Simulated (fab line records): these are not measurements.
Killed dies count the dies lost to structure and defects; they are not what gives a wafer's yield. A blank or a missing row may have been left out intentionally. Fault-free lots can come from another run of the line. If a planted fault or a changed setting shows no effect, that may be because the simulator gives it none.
fab line records    flow sky130
record lots=6  wafers=18  last-day=50
route steps=708 shown METAL2@504 VIA2@507 PAD_OPEN@708
lots that met no fault: taken from a fault-free run of the same line
start-h: hours from the record's opening day to when the first of the lot's shown wafers began    wait-h: hours from the lot's prior step to this one    " repeats the value in the row above    L1.1+2: a row that stands for several wafers    - either no value or no given start    * or withheld: withheld    < > ~ a bound
route shown NAME@n: NAME is a module with steps in the file, n the number in the route of the first one    usual: mean and standard deviation over wafers with no fault    same: alike in all rows    chamber/n: place in a boat    sites: per-site readings    _std_site: the values' standard deviation    _edge_site: the outer-site mean with the inner-site mean subtracted    radius-mm: how far each site lies from the wafer's centre    mask NAME#n: copy n    behind: tool/chamber where the wafer was last shaped    hold: the reason the lot was held/the length of the hold in hours/how it ended    device: names the non-switching transistor (n, p or np)    end of line: tests of these same wafers at the route's end    a step without rows: its recipe alone    killed: at the first sort, the dies lost to defects and structure; wafer yield is something else    map: shows each die of a wafer: x if killed, . if not, _ if none is there
set.NAME: the run value of the setting; set.NAME@STEP: its run value at that earlier step    model.NAME: the simulator's own value behind a step, which no gauge read
lots at selected steps of the route; one table per step, one row per wafer
services: a tool's chamber out of use, with start hour (start-h, from the record's first day; less than 0 if before it), hours out, and reason
## steps
# step SKY_METAL2_STRIP_21
# recipe chemistry=post-etch-residue-remover  time-s=1200  temp-c=72.5
# step SKY_METAL2_CLEAN_22
# recipe chemistry=IPA  time-s=180  temp-c=25
# step SKY_METAL2_CLEAN_23
# recipe chemistry=O3/DIW  dry=n2-spin
# step SKY_VIA2_HDPCVD_00
# recipe material=SiO2  target-thk-nm=1180  sigma-open-frac=0.3  time-s=196.7  temp-c=400  sih4-flow-sccm=60  pressure-mtorr=6
# step SKY_VIA2_THK_MEAS_01
# recipe reads=SiO2_of_VIA2_HDPCVD_00
# usual VIA2_HDPCVD_THK=1185/13
lot.wafer  tool           chamber  start-h  wait-h  VIA2_HDPCVD_THK[nm]
L288.2     film-metro-02  -        854.19   0.1     1196
L288.5     "              -        "        "       1196
L288.6     "              -        "        "       1204
L293.1     film-metro-01  -        895.87   0.1     1159
L293.2     "              -        "        "       1182
L293.5     "              -        "        "       1172
L294.3     film-metro-02  -        904.96   0.1     1205
L294.4     "              -        "        "       1192
L294.5     "              -        "        "       1213
L296.2     film-metro-03  -        908.64   0.1     1192
L296.3     "              -        "        "       1170
L296.4     "              -        "        "       1173
L303.2     film-metro-01  -        971.21   0.1     1170
L303.3     "              -        "        "       1166
L303.4     "              -        "        "       1156
L305.1     film-metro-02  -        974.79   0.1     1166
L305.5     "              -        "        "       1182
L305.6     "              -        "        "       1166
# step SKY_VIA2_CMP_02
# recipe material=SiO2  down-force-psi=4  platen-rpm=60  pad-velocity-m-s=0.94248
# usual edge-zone-pressure-frac=1.000/0.005  motor-current-A=12.7/1.1  slurry-filter-dp-kPa=13.51/0.12
lot.wafer  tool    chamber  start-h  wait-h  edge-zone-pressure-frac  motor-current-A  slurry-filter-dp-kPa
L288.2     cmp-02  3        854.39   0.2     0.998                    12.5             13.68
L288.5     "       0        "        "       1.008                    13.8             13.69
L288.6     "       1        "        "       1.008                    11.7             13.51
L293.1     cmp-01  0        895.93   0.1     1.005                    15.0             13.46
L293.2     "       2        "        "       1.002                    12.1             13.57
L293.5     "       0        "        "       0.996                    14.8             13.44
L294.4     cmp-02  2        905.00   0.0     0.993                    11.8             13.51
L294.3     "       0        "        "       1.005                    13.6             13.37
L294.5     "       2        "        "       0.999                    11.9             13.47
L296.2     cmp-02  0        908.69   0.0     0.993                    13.0             13.53
L296.4     "       2        "        "       0.997                    11.1             13.57
L296.3     "       3        "        "       0.998                    13.1             13.34
L303.3     cmp-01  1        971.45   0.2     1.003                    12.5             13.53
L303.4     "       2        "        "       0.994                    13.0             13.47
L303.2     "       0        "        "       1.004                    15.5             13.59
L305.1     cmp-02  1        975.00   0.2     1.002                    12.4             13.54
L305.5     "       2        "        "       0.999                    11.8             13.66
L305.6     "       3        "        "       1.004                    12.6             13.34
# step SKY_VIA2_BOW_MEAS_03
# recipe mode=bow
# usual VIA2_BOW=85/7.6
lot.wafer  tool           chamber  start-h  wait-h  VIA2_BOW[um]
L288.2     film-metro-01  -        854.56   0.1     81
L288.5     "              -        "        "       77
L288.6     "              -        "        "       81
L293.1     film-metro-03  -        896.23   0.2     91
L293.2     "              -        "        "       85
L293.5     "              -        "        "       87
L294.3     film-metro-03  -        905.34   0.2     84
L294.4     "              -        "        "       88
L294.5     "              -        "        "       84
L296.2     film-metro-01  -        909.01   0.3     81
L296.3     "              -        "        "       83
L296.4     "              -        "        "       83
L303.2     film-metro-02  -        971.77   0.1     77
L303.3     "              -        "        "       69
L303.4     "              -        "        "       71
L305.1     film-metro-03  -        975.15   0.1     83
L305.5     "              -        "        "       94
L305.6     "              -        "        "       95
# step SKY_VIA2_DEHYDRATE_04
# recipe temp-c=200  time-s=60
# step SKY_VIA2_HMDS_05
# recipe prime-time-s=60  prime-temp-c=120
# step SKY_VIA2_COAT_06
# recipe resist=BARC  temp-c=withheld  time-s=withheld  spin-rpm=3000  resist-thk-nm=60
# step SKY_VIA2_COAT_07
# recipe resist=KrF-thick  spin-rpm=3000  resist-thk-nm=450
# step SKY_VIA2_SOFTBAKE_08
# recipe temp-c=100  time-s=90  resist=KrF-thick
# step SKY_VIA2_EXPOSE_09
# recipe mask-id=VIM2  na=0.8  source-shape=annular  sigma-inner=0.55  sigma-outer=0.85  target-cd-nm=200  dose-mj=38
# usual exposure-dose-mJ-cm2=38.04/0.049
lot.wafer  tool            chamber  start-h  wait-h  mask    exposure-dose-mJ-cm2
L288.2     krf-scanner-02  0        867.38   -       VIM2#0  38.09
L288.5     "               0        "        "       VIM2#0  38.08
L288.6     "               0        "        "       VIM2#0  38.07
L293.1     krf-scanner-02  0        910.09   -       VIM2#0  38.03
L293.2     "               0        "        "       VIM2#0  38.05
L293.5     "               0        "        "       VIM2#0  38.07
L294.3     krf-scanner-01  0        917.40   -       VIM2#0  38.53
L294.4     "               0        "        "       VIM2#0  38.49
L294.5     "               0        "        "       VIM2#0  38.50
L296.2     krf-scanner-01  0        920.71   -       VIM2#0  38.52
L296.3     "               0        "        "       VIM2#0  38.49
L296.4     "               0        "        "       VIM2#0  38.49
L303.2     krf-scanner-01  0        984.21   -       VIM2#0  37.94
L303.3     "               0        "        "       VIM2#0  37.99
L303.4     "               0        "        "       VIM2#0  37.99
L305.1     krf-scanner-01  0        987.24   -       VIM2#0  37.94
L305.5     "               0        "        "       VIM2#0  37.98
L305.6     "               0        "        "       VIM2#0  37.98
# step SKY_VIA2_PEB_10
# recipe peb-temp-c=withheld  peb-time-s=withheld  resist=KrF-thick
# step SKY_VIA2_DEVELOP_11
# recipe develop-time-s=58.6  resist=KrF-thick  dev-temp-c=21
lot.wafer  tool            chamber  start-h  wait-h  model.VIA2.cd-nm
L288.2     litho-track-03  0        -        -       203
L288.5     "               0        "        "       202.5
L288.6     "               0        "        "       201.8
L293.1     litho-track-04  0        -        -       202.1
L293.2     "               0        "        "       200.3
L293.5     "               0        "        "       200.7
L294.3     litho-track-04  0        -        -       184.8
L294.4     "               0        "        "       195.6
L294.5     "               0        "        "       189.8
L296.2     litho-track-04  0        -        -       194.9
L296.3     "               0        "        "       191.5
L296.4     "               0        "        "       187
L303.2     litho-track-04  0        -        -       201.5
L303.3     "               0        "        "       202.7
L303.4     "               0        "        "       201.6
L305.1     litho-track-01  0        -        -       201.6
L305.5     "               0        "        "       200.3
L305.6     "               0        "        "       202.6
# step SKY_VIA2_CD_MEAS_12
# recipe target-cd-nm=200
# usual cd-nm=200.5/1.5
lot.wafer  tool       chamber  start-h  wait-h  hold                      cd-nm
L288.2     cd-sem-02  -        880.96   -       -                         203.0
L288.5     "          -        "        "       -                         202.5
L288.6     "          -        "        "       -                         202.0
L293.1     cd-sem-01  -        921.12   -       -                         201.9
L293.2     "          -        "        "       -                         200.3
L293.5     "          -        "        "       -                         200.6
L294.3     cd-sem-01  -        930.26   -       await-dispo/0.2h/release  185.1
L294.4     "          -        "        "       await-dispo/0.2h/release  195.9
L294.5     "          -        "        "       await-dispo/0.2h/release  189.5
L294.3     cd-sem-01  -        930.73   0.4     -                         185.1
L294.4     "          -        "        "       -                         195.7
L294.5     "          -        "        "       -                         189.5
L296.2     cd-sem-01  -        933.64   -       await-dispo/0.2h/release  195.2
L296.3     "          -        "        "       await-dispo/0.2h/release  191.7
L296.4     "          -        "        "       await-dispo/0.2h/release  186.8
L296.2     cd-sem-01  -        933.93   0.3     -                         194.8
L296.3     "          -        "        "       -                         191.4
L296.4     "          -        "        "       -                         187.4
L303.2     cd-sem-01  -        995.14   -       -                         201.2
L303.3     "          -        "        "       -                         202.7
L303.4     "          -        "        "       -                         201.8
L305.1     cd-sem-02  -        998.68   -       -                         201.6
L305.5     "          -        "        "       -                         200.1
L305.6     "          -        "        "       -                         202.7
# step SKY_VIA2_OVL_MEAS_13
# usual VIA2_OVL=-2/5.4
lot.wafer  tool        chamber  start-h  wait-h  hold                      VIA2_OVL[nm]
L288.2     overlay-02  -        881.06   0.1     -                         -7
L288.5     "           -        "        "       -                         -11
L288.6     "           -        "        "       -                         -8
L293.1     overlay-01  -        921.24   0.1     -                         -5
L293.2     "           -        "        "       -                         1
L293.5     "           -        "        "       -                         -5
L294.3     overlay-02  -        933.53   2.8     await-dispo/2.7h/release  -4
L294.4     "           -        "        "       await-dispo/2.7h/release  6
L294.5     "           -        "        "       await-dispo/2.7h/release  5
L296.2     overlay-01  -        942.56   8.6     await-dispo/8.5h/release  -2
L296.3     "           -        "        "       await-dispo/8.5h/release  3
L296.4     "           -        "        "       await-dispo/8.5h/release  1
L303.2     overlay-01  -        995.25   0.1     -                         -3
L303.3     "           -        "        "       -                         0
L303.4     "           -        "        "       -                         3
L305.1     overlay-02  -        998.80   0.1     -                         10
L305.5     "           -        "        "       -                         11
L305.6     "           -        "        "       -                         12
# step SKY_VIA2_ETCH_14
# recipe chemistry=N2/H2  target=BARC  ion-energy-ev=200  source-w=500  bias-w=100  pressure-mtorr=30  n2-flow-sccm=100  h2-flow-sccm=200  stop-on=SiO2  time-s=45.9  target-depth-a=600
# usual bias-w=100.02/0.28  drypump-motor-current-A=5.8/0.5  oes-product-au=0.855/0.0046  throttle-valve-pct=13.224/0.0089
lot.wafer  tool         chamber  start-h  wait-h  bias-w  drypump-motor-current-A  oes-product-au  rf-hours-counter-h  throttle-valve-pct
L288.2     rie-diel-01  1        881.09   0.0     100.09  5.7                      0.858           25                  13.226
L288.5     "            1        "        "       99.54   5.6                      0.852           -                   13.211
L288.6     "            2        "        "       100.19  5.9                      0.854           -                   13.221
L293.1     rie-diel-01  2        921.27   0.0     99.84   5.9                      0.855           22                  13.223
L293.2     "            0        "        "       100.06  5.4                      0.850           18                  13.219
L293.5     "            0        "        "       99.63   5.4                      0.859           -                   13.207
L294.3     rie-diel-04  1        933.55   0.0     99.83   6.3                      0.853           15                  13.224
L294.4     "            3        "        "       99.64   6.1                      0.860           13                  13.246
L294.5     "            2        "        "       99.74   6.4                      0.849           -                   13.225
L296.2     rie-diel-03  0        942.59   0.0     100.69  6.5                      0.858           14                  13.213
L296.3     "            3        "        "       100.04  6.6                      0.849           5                   13.223
L296.4     "            2        "        "       100.33  5.5                      0.857           20                  13.238
L303.2     rie-diel-04  2        995.28   0.0     99.86   6.4                      0.854           17                  13.219
L303.3     "            0        "        "       100.31  5.0                      0.861           13                  13.209
L303.4     "            1        "        "       99.86   6.3                      0.851           17                  13.229
L305.1     rie-diel-01  3        998.84   0.0     99.67   5.2                      0.857           11                  13.233
L305.5     "            2        "        "       100.00  5.8                      0.849           -                   13.221
L305.6     "            1        "        "       100.38  5.7                      0.855           -                   13.236
# step SKY_VIA2_ETCH_15
# recipe target=SiO2  chemistry=C4F8/O2/Ar  target-depth-nm=546  stop-on=TiN  mask-material=KrF-thick  source-w=1500  bias-w=1200  pressure-mtorr=40  c4f8-flow-sccm=withheld  O2_flow_sccm=6  Ar_flow_sccm=300  time-s=84
# usual bias-w=1200/3.6  oes-product-au=0.939/0.0049
lot.wafer  tool         chamber  start-h  wait-h  bias-w  oes-product-au  model.VIA2.cd-nm
L288.2     rie-diel-01  1        881.14   0.0     1197    0.944           202.2
L288.5     "            1        "        "       1193    0.937           202.7
L288.6     "            2        "        "       1199    0.949           199.6
L293.1     rie-diel-01  2        921.32   0.0     1192    0.943           198.2
L293.2     "            0        "        "       1195    0.932           195.1
L293.5     "            0        "        "       1194    0.937           195.9
L294.3     rie-diel-04  1        933.60   0.0     1199    0.942           181.7
L294.4     "            3        "        "       1206    0.941           200.4
L294.5     "            2        "        "       1199    0.935           192.4
L296.2     rie-diel-03  0        942.63   0.0     1199    0.939           191.9
L296.3     "            3        "        "       1202    0.938           195
L296.4     "            2        "        "       1201    0.934           188.5
L303.2     rie-diel-04  2        995.32   0.0     1200    0.939           201.8
L303.3     "            0        "        "       1201    0.937           207.3
L303.4     "            1        "        "       1198    0.938           201.6
L305.1     rie-diel-01  3        998.88   0.0     1201    0.943           196.6
L305.5     "            2        "        "       1199    0.942           198.4
L305.6     "            1        "        "       1202    0.935           201
# step SKY_VIA2_STRIP_16
# recipe chemistry=O2/N2  power-w=1400  pressure-mtorr=1500  platen-temp-c=withheld  o2-flow-sccm=3000  n2-flow-sccm=300  overash-fraction=0.5
# usual drypump-motor-current-A=5.7/0.31  oes-product-au=0.399/0.0049  strip-time-to-endpoint-s=4.062/0.028
lot.wafer  tool             chamber  start-h  wait-h  drypump-motor-current-A  oes-product-au  rf-hours-counter-h  strip-time-to-endpoint-s
L288.2     plasma-asher-03  1        881.20   0.0     5.7                      0.402           42                  4.074
L288.5     "                1        "        "       5.7                      0.399           -                   4.081
L288.6     "                0        "        "       5.2                      0.412           -                   4.071
L293.1     plasma-asher-01  0        921.38   0.0     5.7                      0.396           76                  4.112
L293.2     "                1        "        "       6.1                      0.389           76                  4.066
L293.5     "                1        "        "       6.1                      0.406           -                   4.055
L294.3     plasma-asher-01  0        933.69   0.1     5.7                      0.396           -                   4.091
L294.4     "                1        "        "       6.1                      0.405           -                   4.108
L294.5     "                1        "        "       6.1                      0.396           -                   4.090
L296.2     plasma-asher-01  1        942.69   0.0     6.1                      0.409           77                  4.103
L296.3     "                1        "        "       6.1                      0.399           -                   4.036
L296.4     "                0        "        "       5.7                      0.404           -                   4.041
L303.2     plasma-asher-01  0        995.38   0.0     5.7                      0.392           83                  4.042
L303.3     "                0        "        "       5.7                      0.416           -                   4.019
L303.4     "                1        "        "       6.1                      0.397           -                   4.037
L305.1     plasma-asher-01  0        998.94   0.0     5.7                      0.399           83                  4.033
L305.5     "                1        "        "       6.1                      0.398           -                   4.087
L305.6     "                0        "        "       5.7                      0.399           -                   4.114
# step SKY_PAD_OPEN_PROBE_99
# usual defect-limited-yield=82.2/1.9  killed_at_M0_to_M3=43/6.3  killed_at_M4_up=3.3/1.7  killed-at-contacts=24/5.4  killed-at-front-end=16/4.6  killed-at-other=0.4/0.7  killed-dies=87/9.4  killed-open=47/6.9  killed-short=39/6.1  sort_bin_3_pad_short=0.9/0.45  sort_bin_5_function=10.6/1.5  sort_bin_6_memory=6.3/1.2  sort-n-pass=405/9.4  sort-yield-pct=82.2/1.9
# same gross-dies=492  killed-at-back-side=0  sort_bin_4_leakage[%]=0  sort_bin_8_speed[%]=0
lot.wafer  tool       chamber  start-h  wait-h  defect-limited-yield[%]  killed_at_M0_to_M3  killed_at_M4_up  killed-at-contacts  killed-at-front-end  killed-at-other  killed-dies  killed-open  killed-short  sort_bin_3_pad_short[%]  sort_bin_5_function[%]  sort_bin_6_memory[%]  sort-n-pass  sort-yield-pct[%]  model.etest.via2-chain.rc-ohm
L288.2     prober-01  -        1102.84  0.1     80.7                     44                  2                28                  21                   0                95           63           32            0.4                      13.0                    5.9                   397          80.7               10.04
L288.5     prober-01  -        1102.99  0.2     82.1                     37                  2                31                  18                   0                88           45           43            1.6                      10.4                    5.9                   404          82.1               9.351
L288.6     prober-01  -        1103.04  0.2     80.7                     42                  4                27                  20                   2                95           49           46            1.4                      10.4                    7.5                   397          80.7               9.842
L293.1     prober-02  -        1134.61  0.1     86.2                     32                  3                16                  17                   0                68           32           36            0.6                      7.5                     5.7                   424          86.2               9.928
L293.2     prober-02  -        1134.66  0.1     84.3                     43                  2                24                  7                    1                77           50           27            0.6                      8.3                     6.7                   415          84.3               10.94
L293.5     prober-02  -        1134.81  0.2     81.5                     44                  3                30                  13                   1                91           42           49            1.4                      11.6                    5.5                   401          81.5               10.45
L294.3     prober-02  -        1140.41  0.2     80.7                     45                  3                18                  29                   0                95           52           38            1.0                      13.4                    4.9                   397          80.7               11.54
L294.4     prober-02  -        1140.46  0.2     80.3                     39                  1                27                  30                   0                97           45           48            1.6                      11.8                    6.3                   395          80.3               9.826
L294.5     prober-02  -        1140.51  0.2     80.5                     40                  5                31                  18                   2                96           54           41            0.4                      12.0                    7.1                   396          80.5               10.84
L296.2     prober-01  -        1144.33  0.1     81.1                     39                  3                25                  26                   0                93           57           36            0.2                      11.0                    7.7                   399          81.1               10.52
L296.3     prober-01  -        1144.38  0.2     83.9                     56                  3                11                  9                    0                79           41           38            0.6                      8.7                     6.7                   413          83.9               10.72
L296.4     prober-01  -        1144.43  0.2     79.9                     51                  3                20                  24                   1                99           57           42            0.6                      12.8                    6.7                   393          79.9               11.14
L303.2     prober-02  -        1189.38  0.1     85.0                     41                  5                20                  7                    1                74           39           35            0.2                      9.1                     5.7                   418          85.0               9.261
L303.3     prober-02  -        1189.43  0.2     84.8                     41                  1                19                  14                   0                75           34           41            0.4                      7.7                     7.1                   417          84.8               9.402
L303.4     prober-02  -        1189.48  0.2     87.0                     34                  2                15                  11                   2                64           36           28            1.4                      8.5                     3.0                   428          87.0               9.67
L305.1     prober-02  -        1191.69  0.1     83.1                     47                  2                21                  11                   2                83           44           39            1.0                      9.6                     6.3                   409          83.1               10.6
L305.5     prober-02  -        1191.89  0.2     80.9                     42                  2                34                  16                   0                94           52           42            0.8                      10.0                    8.3                   398          80.9               10.38
L305.6     prober-02  -        1191.94  0.2     85.4                     37                  4                19                  12                   0                72           35           37            1.0                      8.9                     4.7                   420          85.4               9.947
# killed by level:class
L288.2 VIA1:geometric-particle:open=15 LI_CONTACT:geometric-particle:open=13 FIELD_ISO:geometric-particle:open=10 VIA1:geometric-particle:short=6 CONTACT:geometric-particle:open=6 VIA2:geometric-particle:open=6 FIELD_ISO:geometric-particle:short=5 VIA3:geometric-particle:open=5
L288.5 CONTACT:geometric-particle:open=14 METAL1:geometric-particle:short=9 LI_CONTACT:geometric-particle:open=6 LOCAL_INTERCONNECT:geometric-particle:short=5 SPACER:geometric-particle:open=4 METAL3:geometric-particle:short=4 VIA1:geometric-particle:open=4 METAL3:geometric-particle:open=4
L288.6 VIA1:geometric-particle:open=10 CONTACT:geometric-particle:open=9 CONTACT:geometric-particle:short=8 VIA2:geometric-particle:open=6 FIELD_ISO:geometric-particle:short=5 POLY_GATE:geometric-particle:open=5 POLY_GATE:geometric-particle:short=5 VIA3:geometric-particle:open=5
L293.1 VIA1:geometric-particle:open=7 METAL2:geometric-particle:short=6 CONTACT:geometric-particle:open=6 VIA2:geometric-particle:open=6 FIELD_ISO:geometric-particle:open=4 POLY_GATE:geometric-particle:short=4 LI_CONTACT:geometric-particle:open=3 CONTACT:geometric-particle:short=3
L293.2 VIA1:geometric-particle:open=11 LI_CONTACT:geometric-particle:open=9 VIA2:geometric-particle:open=9 CONTACT:geometric-particle:open=6 VIA3:geometric-particle:open=6 CONTACT:geometric-particle:short=4 METAL2:geometric-particle:short=4 LOCAL_INTERCONNECT:geometric-particle:short=3
L293.5 CONTACT:geometric-particle:open=11 VIA2:geometric-particle:open=9 METAL1:geometric-particle:short=8 CONTACT:geometric-particle:short=7 VIA1:geometric-particle:open=6 VIA3:geometric-particle:open=6 LI_CONTACT:geometric-particle:open=5 LI_CONTACT:geometric-particle:short=5
L294.3 VIA1:geometric-particle:open=13 POLY_GATE:geometric-particle:open=10 VIA1:geometric-particle:short=9 LI_CONTACT:geometric-particle:open=8 FIELD_ISO:geometric-particle:open=6 METAL2:geometric-particle:short=4 VIA2:geometric-particle:open=4 VIA3:geometric-particle:short=4
L294.4 LI_CONTACT:geometric-particle:open=12 FIELD_ISO:geometric-particle:short=10 VIA1:geometric-particle:open=10 VIA2:geometric-particle:short=6 CONTACT:geometric-particle:open=5 CONTACT:geometric-particle:short=5 METAL1:geometric-particle:short=5 FIELD_ISO:geometric-particle:open=4
L294.5 CONTACT:geometric-particle:open=11 VIA1:geometric-particle:open=10 LI_CONTACT:geometric-particle:open=9 VIA2:geometric-particle:open=8 VIA3:geometric-particle:open=7 POLY_GATE:geometric-particle:short=6 LOCAL_INTERCONNECT:geometric-particle:short=6 FIELD_ISO:geometric-particle:short=5
L296.2 VIA1:geometric-particle:open=12 CONTACT:geometric-particle:open=11 FIELD_ISO:geometric-particle:open=7 POLY_GATE:geometric-particle:open=7 POLY_GATE:geometric-particle:short=6 METAL1:geometric-particle:short=6 LI_CONTACT:geometric-particle:open=6 VIA3:geometric-particle:open=5
L296.3 VIA1:geometric-particle:open=15 METAL1:geometric-particle:short=9 VIA1:geometric-particle:short=6 VIA3:geometric-particle:open=6 VIA2:geometric-particle:open=5 FIELD_ISO:geometric-particle:open=4 CONTACT:geometric-particle:open=4 VIA2:geometric-particle:short=4
L296.4 VIA1:geometric-particle:open=16 CONTACT:geometric-particle:open=9 POLY_GATE:geometric-particle:open=7 VIA1:geometric-particle:short=7 POLY_GATE:geometric-particle:short=6 VIA3:geometric-particle:open=6 METAL1:geometric-particle:short=5 VIA2:geometric-particle:open=5
L303.2 VIA2:geometric-particle:open=10 VIA1:geometric-particle:open=8 METAL1:geometric-particle:short=6 LI_CONTACT:geometric-particle:short=4 LI_CONTACT:geometric-particle:open=4 LOCAL_INTERCONNECT:geometric-particle:short=4 CONTACT:geometric-particle:open=4 METAL2:geometric-particle:short=4
L303.3 VIA1:geometric-particle:open=11 CONTACT:geometric-particle:open=6 METAL3:geometric-particle:short=6 METAL1:geometric-particle:short=5 VIA1:geometric-particle:short=5 LI_CONTACT:geometric-particle:short=4 CONTACT:geometric-particle:short=4 METAL2:geometric-particle:short=4
L303.4 VIA1:geometric-particle:open=7 FIELD_ISO:geometric-particle:open=5 LI_CONTACT:geometric-particle:open=5 CONTACT:geometric-particle:open=5 VIA1:geometric-particle:short=5 METAL2:geometric-particle:short=5 VIA3:geometric-particle:open=4 METAL1:geometric-particle:short=4
L305.1 VIA1:geometric-particle:open=11 VIA2:geometric-particle:open=8 LI_CONTACT:geometric-particle:open=7 LOCAL_INTERCONNECT:geometric-particle:short=5 CONTACT:geometric-particle:open=5 METAL2:geometric-particle:short=4 METAL1:geometric-particle:short=4 METAL3:geometric-particle:short=4
L305.5 CONTACT:geometric-particle:open=14 VIA1:geometric-particle:open=8 VIA3:geometric-particle:open=7 LOCAL_INTERCONNECT:geometric-particle:short=7 VIA2:geometric-particle:open=6 METAL1:geometric-particle:short=5 LI_CONTACT:geometric-particle:short=5 LI_CONTACT:geometric-particle:open=5
L305.6 CONTACT:geometric-particle:open=7 METAL3:geometric-particle:short=5 CONTACT:geometric-particle:short=4 POLY_GATE:geometric-particle:open=4 METAL4:geometric-particle:short=4 LI_CONTACT:geometric-particle:open=4 VIA1:geometric-particle:short=4 VIA3:geometric-particle:open=4
## services
tool             chamber  start-h  hours  kind
rie-diel-04      1        842.55   1.2    repair
krf-scanner-01   -        845.00   1.3    pm
krf-scanner-01   -        853.91   1.0    pm
rie-diel-04      1        855.57   3.2    repair
krf-scanner-02   -        863.34   0.8    pm
cmp-01           -        879.76   11.5   repair
rie-diel-01      3        895.26   4.2    repair
plasma-asher-01  -        901.95   2.3    repair
krf-scanner-01   -        903.03   1.6    repair
cmp-01           -        904.95   2.4    repair
cmp-01           -        912.00   4.0    pm
krf-scanner-01   -        915.68   0.8    pm
rie-diel-04      0        917.22   4.2    repair
cmp-01           -        932.72   3.7    repair
rie-diel-01      -        936.06   0.4    repair
cmp-02           -        941.84   3.0    repair
rie-diel-03      1        945.25   7.9    repair
krf-scanner-02   -        947.37   4.0    pm
cmp-02           -        950.30   9.6    repair
rie-diel-01      1        958.56   2.4    repair
rie-diel-04      -        969.63   2.8    pm
rie-diel-04      2        972.43   2.5    repair
cmp-01           -        979.45   0.2    repair
rie-diel-04      3        986.15   2.4    repair
## key
first-sign step=SKY_VIA2_EXPOSE_09  reading=exposure-dose-mJ-cm2  direction=up  sigmas=9.4  usual=*  struck=*
effect step=SKY_VIA2_CD_MEAS_12  reading=visit  direction=added  through=control-loop
effect step=SKY_VIA2_CD_MEAS_12  reading=cd-nm  direction=down  sigmas=6.6  usual=200.5  struck=190.7  through=control-loop
model-effect step=SKY_VIA2_DEVELOP_11  value=VIA2.cd-nm  without=201  struck=190.6
model-effect step=SKY_VIA2_ETCH_15  value=VIA2.cd-nm  without=202.2  struck=191.7
model-effect step=SKY_PAD_OPEN_PROBE_99  value=etest.via2-chain.rc-ohm  without=9.696  struck=10.76
met-at SKY_VIA2_EXPOSE_09
struck-wafers L294.3,L294.4,L294.5,L296.2,L296.3,L296.4
loop-trim step=SKY_VIA2_EXPOSE_09  setting=dose  lots=L294,L296
fault kind=process-parameter-drift  tool=krf-scanner-01  chamber=-  onset-h=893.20  steps=SKY_VIA2_EXPOSE_09  channel=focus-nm  offset=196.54  spread-by-wafer=0.3  shape=step  end-h=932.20
# loop-trim: a control loop set the setting to another value than it would have without faults
